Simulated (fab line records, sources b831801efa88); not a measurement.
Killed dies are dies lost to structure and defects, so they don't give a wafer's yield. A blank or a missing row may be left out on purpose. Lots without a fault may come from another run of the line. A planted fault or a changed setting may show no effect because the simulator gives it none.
A struck lot beside a sound one | flow sky130 | 31 steps out of a route of 708
Sound: wafers L211.1, L211.2, L211.5. Struck: wafers L222.1, L222.2, L222.4. The cause comes at the end.
At each step with rows: each side's tool, then ch and its chambers, then its first start. Under that, the readings that differ: sound wafers | struck wafers | difference of the means | sigmas: that difference in standard deviations of wafers without a fault.
alike: readings whose means differ by less than 2 such deviations, and words and numbers that are the same on both sides. not compared: withheld readings, readings that some wafer has no value for, bounds like >300 that may hide the same value, and numbers for which the record gives no deviation and whose values overlap.
The two part at a step that has a row with sigmas, a row that says differs or no value, or rows on one side only. Numbers that don't overlap but have no deviation are shown without sigmas and don't part them. A reading that every wafer of one side lacks parts them only if that side has two wafers or more.

first, 9 steps without rows for these wafers: SKY_RES_XHIGH_IMPLANT_07; SKY_RES_XHIGH_STRIP_08 (strips in O2/N2); SKY_SD_N_DEHYDRATE_00 (time 60 s); SKY_SD_N_HMDS_01 (prime time 60 s); SKY_SD_N_COAT_02 (resist thk 1140 nm); SKY_SD_N_SOFTBAKE_03 (time 60 s); SKY_SD_N_EXPOSE_04 (exposes mask NSDM, target cd 380 nm); SKY_SD_N_PEB_05; SKY_SD_N_DEVELOP_06 (develop time 60 s).
SKY_SD_N_IMPLANT_09:
  sound on implanter-01 ch 0, day 29 20:02; struck on implanter-04 ch 0, day 34 02:23
  alike: beam_on_s
then, 20 steps without rows for these wafers: SKY_SD_N_IMPLANT_10; SKY_SD_N_STRIP_11 (strips in O2/N2); SKY_SD_N_CLEAN_13 (cleans in SC1/SC2, time 150 s); SKY_SD_N_RTA_14 (time 2 s); SKY_SALICIDE_CLEAN_00 (cleans in HF-last, time 30 s); SKY_LI_CONTACT_HDPCVD_00 (deposits PSG, target thk 930 nm, time 155 s); SKY_LI_CONTACT_CMP_02 (polishes PSG); SKY_LI_CONTACT_DEHYDRATE_04 (time 60 s); SKY_LI_CONTACT_HMDS_05 (prime time 60 s); SKY_LI_CONTACT_COAT_06 (resist thk 60 nm); SKY_LI_CONTACT_COAT_07 (resist thk 450 nm); SKY_LI_CONTACT_SOFTBAKE_08 (time 90 s); SKY_LI_CONTACT_EXPOSE_09 (exposes mask LICM1, target cd 170 nm); SKY_LI_CONTACT_PEB_10; SKY_LI_CONTACT_DEVELOP_11 (develop time 60 s); SKY_LI_CONTACT_ETCH_14 (etches BARC in N2/H2, stops on SiO2, time 45.9 s, target depth 60 nm); SKY_LI_CONTACT_ETCH_15 (etches PSG in C4F8/O2/Ar, stops on Si, target depth 600 nm); SKY_LI_CONTACT_STRIP_16 (strips in O2/N2); SKY_LI_CONTACT_CLEAN_17 (cleans in NMP, time 600 s); SKY_LI_CONTACT_PRE_CLEAN_18 (time 5.6 s).
-- the record jumps here: 16 days lie between the struck wafers' starts before and after (it left off in module LI_CONTACT and takes up again in module PAD_OPEN, whose first step shown is number 708 of the route) --
SKY_PAD_OPEN_PROBE_99:
  sound on prober-01, day 47 07:31; struck on prober-01, day 50 05:07
  reading                                  | sound                         | struck                        | difference | sigmas
  model.etest.nfet_16v.r_on_ohm_um         | 1.411e+04 1.398e+04 1.406e+04 | 1.464e+04 1.458e+04 1.455e+04 | +5.400e+02 |
  model.etest.nfet_g5v0d10v5.r_on_ohm_um   | 1924 1903 1888                | 2069 2032 2000                | +129       |
  model.etest.nfet_01v8.r_on_ohm_um        | 886.5 863.8 882.9             | 933 937.7 920.5               | +53        |
  model.etest.nfet_05v0_nvt.drive_ua_um    | 561.3 569.5 565.3             | 535.7 540 551.8               | -22.9      |
  model.etest.nfet_g5v0d10v5.drive_ua_um   | 588.8 600.1 595.4             | 566.2 576.4 583.4             | -19.4      |
  model.etest.nfet_01v8.drive_ua_um        | 452.8 468.5 459.9             | 450.6 449.4 449.5             | -10.6      |
  model.etest.nfet_01v8_turned.drive_ua_um | 461.9 472.2 463.9             | 453.6 449.4 449.1             | -15.3      |
  alike: killed_at_M0_to_M3, killed_at_M4_up, killed_at_contacts, killed_at_front_end, killed_at_other, killed_dies, killed_open, killed_short
  not compared: model.etest.sonos_uncharged.r_on_ohm_um

WHERE THEY PART
Nowhere in this record.

WHY: what the simulator had put in
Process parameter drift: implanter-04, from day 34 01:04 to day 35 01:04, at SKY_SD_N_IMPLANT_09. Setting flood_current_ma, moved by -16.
